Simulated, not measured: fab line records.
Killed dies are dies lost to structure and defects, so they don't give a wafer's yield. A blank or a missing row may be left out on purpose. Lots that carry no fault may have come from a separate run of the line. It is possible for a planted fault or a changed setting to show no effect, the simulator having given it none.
What tool caused it? || flow gf180mcu || Sampling: 7 lots, 21 wafers, 3 of 602 route steps

== WHAT THE GAUGES SHOWED, per wafer ==
GF_HV_LDD_TW_MEAS_38.
{"lot": "L576", "measured": "day 12 02:20", "on": "film_metro-01", "HV_LDD_3_TW": "1441 1445 1435"}
{"lot": "L582", "measured": "day 14 03:33", "on": "film_metro-01", "HV_LDD_3_TW": "1435 1442 1441"}
{"lot": "L584", "measured": "day 14 20:03", "on": "film_metro-03", "HV_LDD_3_TW": "1317 1315 1312"}
{"lot": "L590", "measured": "day 16 20:18", "on": "film_metro-04", "HV_LDD_3_TW": "1422 1427 1428"}
{"lot": "L592", "measured": "day 17 12:11", "on": "film_metro-03", "HV_LDD_3_TW": "1437 1436 1435"}
{"lot": "L594", "measured": "day 18 00:26", "on": "film_metro-04", "HV_LDD_3_TW": "1428 1428 1421"}
{"lot": "L596", "measured": "day 18 19:34", "on": "film_metro-01", "HV_LDD_3_TW": "1448 1444 1444"}

== EACH LOT AND THE TOOL THAT RAN IT (in order: tool; ch and the chambers of the sampled wafers; start) ==
{"lot": "L576", "GF_HV_LDD_STRIP_10": "plasma_asher-04 ch 0,1, day 10 13:14", "GF_HV_LDD_IMPLANT_36": "implanter-04 ch 0, day 12 02:05"}
{"lot": "L582", "GF_HV_LDD_STRIP_10": "plasma_asher-04 ch 0,1, day 12 10:25", "GF_HV_LDD_IMPLANT_36": "implanter-02 ch 0, day 14 03:20"}
{"lot": "L584", "GF_HV_LDD_STRIP_10": "plasma_asher-04 ch 0,1, day 13 01:37", "GF_HV_LDD_IMPLANT_36": "implanter-04, day 14 19:49"}
{"lot": "L590", "GF_HV_LDD_STRIP_10": "plasma_asher-04 ch 0,1, day 14 22:07", "GF_HV_LDD_IMPLANT_36": "implanter-01 ch 0, day 16 20:04"}
{"lot": "L592", "GF_HV_LDD_STRIP_10": "plasma_asher-01 ch 0, day 15 13:59", "GF_HV_LDD_IMPLANT_36": "implanter-04 ch 0, day 17 11:56"}
{"lot": "L594", "GF_HV_LDD_STRIP_10": "plasma_asher-04 ch 0,1, day 16 01:37", "GF_HV_LDD_IMPLANT_36": "implanter-01 ch 0, day 18 00:11"}
{"lot": "L596", "GF_HV_LDD_STRIP_10": "plasma_asher-04 ch 0,1, day 16 18:50", "GF_HV_LDD_IMPLANT_36": "implanter-04 ch 0, day 18 19:17"}
- GF_HV_LDD_STRIP_10: strips in O2/N2.
- GF_HV_LDD_IMPLANT_36

== THE ANSWER, worked out from the rows above alone ==
Rule: the usual values come from the lots themselves. The widest of any qualifying gaps counts: lots, ordered by their means at a reading, are off when they make up no more than a third of the lots, leave a main group of 4 or more, and stand apart from it by 3 or more times the standard deviation of that group's means. A main group whose means are all the same, to the digits that the tables above print for the reading, isn't used. Also off: a lot with no number at a reading for which 4 or more lots have one. Any other lot the step has rows for is counted as sound.
Off: at GF_HV_LDD_TW_MEAS_38 (HV_LDD_3_TW), L584. The main group has a mean of 1435 with a standard deviation of 7.4.
If a tool, at a process step before that reading, ran all the lots that are off and no sound lot after the first of them, it fits. The gauges at GF_HV_LDD_TW_MEAS_38 are tried like those tools. None of those tried fits.

== WHAT HAD BEEN PUT IN BY THE SIMULATOR ==
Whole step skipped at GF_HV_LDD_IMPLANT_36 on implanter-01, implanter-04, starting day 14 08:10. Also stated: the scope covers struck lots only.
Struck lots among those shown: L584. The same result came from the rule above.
